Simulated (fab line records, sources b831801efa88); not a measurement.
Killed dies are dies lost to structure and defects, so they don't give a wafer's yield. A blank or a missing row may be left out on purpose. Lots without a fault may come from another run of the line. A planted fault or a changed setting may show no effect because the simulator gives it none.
One fault seen from 2 desks | flow sky130 | each desk has only its own numbers; what lay behind them comes last

THE TOOL OWNER'S DESK: pvd_sputter-03
The tool's own readings at SKY_METAL5_SPUTTER_03 (material Ti, target thk 5 nm, time 3.3 s): means of the sampled wafers that have a number, for each lot that ran on this tool. A lot is out of limits, marked OUT, if its mean lies more than 4 standard deviations from the usual mean; the brackets give that distance.
Columns: A = throttle_valve_pct at SKY_METAL5_SPUTTER_03, usual 30.0 %
lot  | first seen here | A
L572 | day 44 20:23    | 30.5
L580 | day 46 05:44    | 30.5
L581 | day 46 16:50    | 30.0
This desk's finding: nothing out of limits on any of the 3 lots.

THE METROLOGY DESK
What the gauges read, lot by lot, whatever tool the lot ran on: means of the sampled wafers that have a number. A lot is out of limits, marked OUT, if its mean lies more than 4 standard deviations from the usual mean; the brackets give that distance.
Columns: A = VIA4_W_RS at SKY_VIA4_RS_MEAS_19, usual 0.2274 ohm/sq; B = VIA4_W_THK at SKY_VIA4_THK_MEAS_20, usual 500 nm
lot  | first seen here | A      | B
L568 | day 43 09:44    | 0.2290 | 493
L572 | day 44 19:49    | 0.2282 | 498
L580 | day 46 05:08    | 0.2276 | 502
L581 | day 46 16:10    | 0.2280 | 500
L587 | day 47 21:41    | 0.2255 | 507
L591 | day 48 12:43    | 0.2271 | 500
This desk's finding: nothing out of limits on any of the 6 lots.

PUT TOGETHER
The tool owner's desk saw nothing out of limits.
The metrology desk saw nothing out of limits.

WHAT THE SIMULATOR HAD PUT IN
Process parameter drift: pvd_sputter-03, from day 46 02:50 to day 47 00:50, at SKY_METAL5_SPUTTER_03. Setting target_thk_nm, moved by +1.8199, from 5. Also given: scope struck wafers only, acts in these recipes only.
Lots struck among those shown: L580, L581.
